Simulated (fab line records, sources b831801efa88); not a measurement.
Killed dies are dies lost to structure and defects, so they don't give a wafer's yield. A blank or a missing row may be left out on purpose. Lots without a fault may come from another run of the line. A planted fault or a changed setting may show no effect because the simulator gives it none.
A struck lot beside a sound one | flow sky130 | 30 steps out of a route of 708
Sound: wafers L461.1, L461.3, L461.4. Struck: wafers L473.1, L473.5, L473.6. The cause comes at the end.
At each step with rows: each side's tool, then ch and its chambers, then its first start. Under that, the readings that differ: sound wafers | struck wafers | difference of the means | sigmas: that difference in standard deviations of wafers without a fault.
alike: readings whose means differ by less than 2 such deviations, and words and numbers that are the same on both sides. not compared: withheld readings, readings that some wafer has no value for, bounds like >300 that may hide the same value, and numbers for which the record gives no deviation and whose values overlap.
The two part at a step that has a row with sigmas, a row that says differs or no value, or rows on one side only. Numbers that don't overlap but have no deviation are shown without sigmas and don't part them. A reading that every wafer of one side lacks parts them only if that side has two wafers or more.

first, 5 steps without rows for these wafers: SKY_SONOS_ONO_COAT_08 (resist thk 1140 nm); SKY_SONOS_ONO_SOFTBAKE_09 (time 60 s); SKY_SONOS_ONO_EXPOSE_10 (exposes mask ONOM, target cd 410 nm); SKY_SONOS_ONO_PEB_11; SKY_SONOS_ONO_DEVELOP_12 (develop time 60 s).
SKY_SONOS_ONO_CD_MEAS_13: target cd 410 nm.
  sound on cd_sem-02, day 14 17:49; struck on cd_sem-01, day 18 18:40
  alike: cd_nm
SKY_SONOS_ONO_OVL_MEAS_14:
  sound on overlay-02, day 14 17:56; struck on overlay-02, day 18 18:47
  alike: SONOS_ONO_OVL
SKY_SONOS_ONO_ETCH_15: etches the open film in CHF3/O2, target depth 19.52 nm, time 7.8 s.
  sound on rie_diel-01 ch 1,2,3, day 14 17:58; struck on rie_diel-01 ch 0,1,2, day 18 18:49
  alike: drypump_motor_current_A, oes_product_au, throttle_valve_pct
  not compared: rf_hours_counter_h
then, 1 step without rows for these wafers: SKY_SONOS_ONO_WET_ETCH_16 (etches SiO2 in dHF, target depth 14 nm, time 280 s).
SKY_SONOS_ONO_STRIP_17: strips in O2/N2.
  sound on plasma_asher-04 ch 0,1, day 14 18:04; struck on plasma_asher-04 ch 0,1, day 18 18:55
  alike: drypump_motor_current_A, oes_product_au, strip_time_to_endpoint_s
  not compared: rf_hours_counter_h
then, 2 steps without rows for these wafers: SKY_SONOS_ONO_WET_ETCH_18 (etches Si3N4 in H3PO4, target depth 15 nm, time 172 s); SKY_GATE_OXIDE_CLEAN_00 (cleans in SC1/SC2, time 150 s).
SKY_GATE_OXIDE_OXIDATION_01: stabilise 600 s, purge 300 s, target thk 10.268 nm.
  sound on furnace-01 ch 0, day 14 19:12; struck on furnace-02 ch 0, day 18 23:41
  alike: spike_tc_bottom_C, spike_tc_top_C, tube_center_temp_C_max
SKY_GATE_OXIDE_THK_MEAS_02:
  sound on film_metro-02, day 14 20:37; struck on film_metro-03, day 19 01:05
  reading                          | sound             | struck            | difference | sigmas
  GATE_OXIDE_OXIDATION_00_THK (nm) | 10.18 10.17 10.16 | 15.70 15.82 15.93 | +5.65      | +25
then, 7 steps without rows for these wafers: SKY_GATE_OXIDE_DEHYDRATE_03 (time 60 s); SKY_GATE_OXIDE_HMDS_04 (prime time 60 s); SKY_GATE_OXIDE_COAT_05 (resist thk 1140 nm); SKY_GATE_OXIDE_SOFTBAKE_06 (time 60 s); SKY_GATE_OXIDE_EXPOSE_07 (exposes mask LVOM, target cd 600 nm); SKY_GATE_OXIDE_PEB_08; SKY_GATE_OXIDE_DEVELOP_09 (develop time 60 s).
SKY_GATE_OXIDE_OVL_MEAS_10:
  sound on overlay-02, day 15 23:21; struck on overlay-02, day 20 05:51
  alike: GATE_OXIDE_OVL
then, 2 steps without rows for these wafers: SKY_GATE_OXIDE_IMPLANT_11; SKY_GATE_OXIDE_WET_ETCH_12 (etches SiO2 in dHF, target depth 16.8 nm, time 336 s).
SKY_GATE_OXIDE_STRIP_13: strips in O2/N2.
  sound on plasma_asher-01 ch 0,1, day 15 23:38; struck on plasma_asher-03 ch 0,1, day 20 06:16
  reading                      | sound             | struck            | difference | sigmas
  strip_time_to_endpoint_s (s) | 14.25 14.23 14.21 | 14.14 14.13 14.12 | -0.10      | -3
  alike: drypump_motor_current_A, oes_product_au
  not compared: rf_hours_counter_h
SKY_GATE_OXIDE_TW_MEAS_14:
  sound on film_metro-02, day 15 23:44; struck on film_metro-02, day 20 06:22
  alike: GATE_OXIDE_TW
SKY_GATE_OXIDE_CLEAN_15: cleans in SC1/SC2, time 150 s.
  sound on wet_bench-04 ch 2, day 15 23:48; struck on wet_bench-04 ch 3, day 20 06:25
  reading                                           | sound             | struck           | difference | sigmas
  model.SiO2_of_GATE_OXIDE_OXIDATION_01.thk_nm (nm) | 9.826 9.844 9.772 | 15.35 15.5 15.52 | +5.64      |
  alike: bath_guard_temp_C, bath_heat_duty_pct, temp_c
SKY_GATE_OXIDE_OXIDATION_16: stabilise 600 s, purge 300 s, target thk 3.57 nm.
  sound on furnace-02 ch 0, day 16 00:58; struck on furnace-01 ch 0, day 20 07:58
  reading                                           | sound             | struck           | difference | sigmas
  model.SiO2_of_GATE_OXIDE_OXIDATION_01.thk_nm (nm) | 11.55 11.55 11.52 | 16.71 16.9 16.88 | +5.29      |
  alike: spike_tc_bottom_C, spike_tc_top_C, tube_center_temp_C_max
then, 1 step without rows for these wafers: SKY_POLY_GATE_CVD_00 (deposits poly-Si, target thk 180 nm, time 720 s).
-- the record jumps here: 30 days lie between the struck wafers' starts before and after (it left off in module POLY_GATE and takes up again in module PAD_OPEN, whose first step shown is number 708 of the route) --
SKY_PAD_OPEN_PROBE_99:
  sound on prober-02, day 47 04:02; struck on prober-02, day 49 22:59
  reading                                | sound                         | struck                        | difference | sigmas
  model.etest.nfet_16v.r_on_ohm_um       | 1.401e+04 1.396e+04 1.385e+04 | 1.713e+04 1.715e+04 1.708e+04 | +3.180e+03 |
  model.etest.tip_sonos.rs_ohm_sq        | 2665 2642 2649                | 4494 4582 4556                | +1892      |
  model.etest.pfet_16v.r_on_ohm_um       | 1.517e+04 1.536e+04 1.541e+04 | 1.67e+04 1.681e+04 1.705e+04  | +1.54e+03  |
  model.etest.pfet_g5v0d10v5.r_on_ohm_um | 4854 4836 4816                | 5985 6121 6092                | +1231      |
  model.etest.nfet_g5v0d10v5.r_on_ohm_um | 1912 1934 1892                | 2336 2347 2355                | +433       |
  model.etest.tip_p.rs_ohm_sq            | 6850 6848 6853                | 7221 7216 7338                | +408       |
  model.etest.nfet_g5v0d10v5.drive_ua_um | 600.7 602 608.6               | 421.9 420.1 416.7             | -184.2     |
  model.etest.pfet_01v8.r_on_ohm_um      | 3010 3002 2982                | 3082 3119 3166                | +124       |

WHERE THEY PART
First at SKY_GATE_OXIDE_THK_MEAS_02; last, within this record, at SKY_GATE_OXIDE_STRIP_13. Later steps at which nothing parts them and some readings are alike: SKY_GATE_OXIDE_TW_MEAS_14, SKY_GATE_OXIDE_CLEAN_15, SKY_GATE_OXIDE_OXIDATION_16.

WHY: what the simulator had put in
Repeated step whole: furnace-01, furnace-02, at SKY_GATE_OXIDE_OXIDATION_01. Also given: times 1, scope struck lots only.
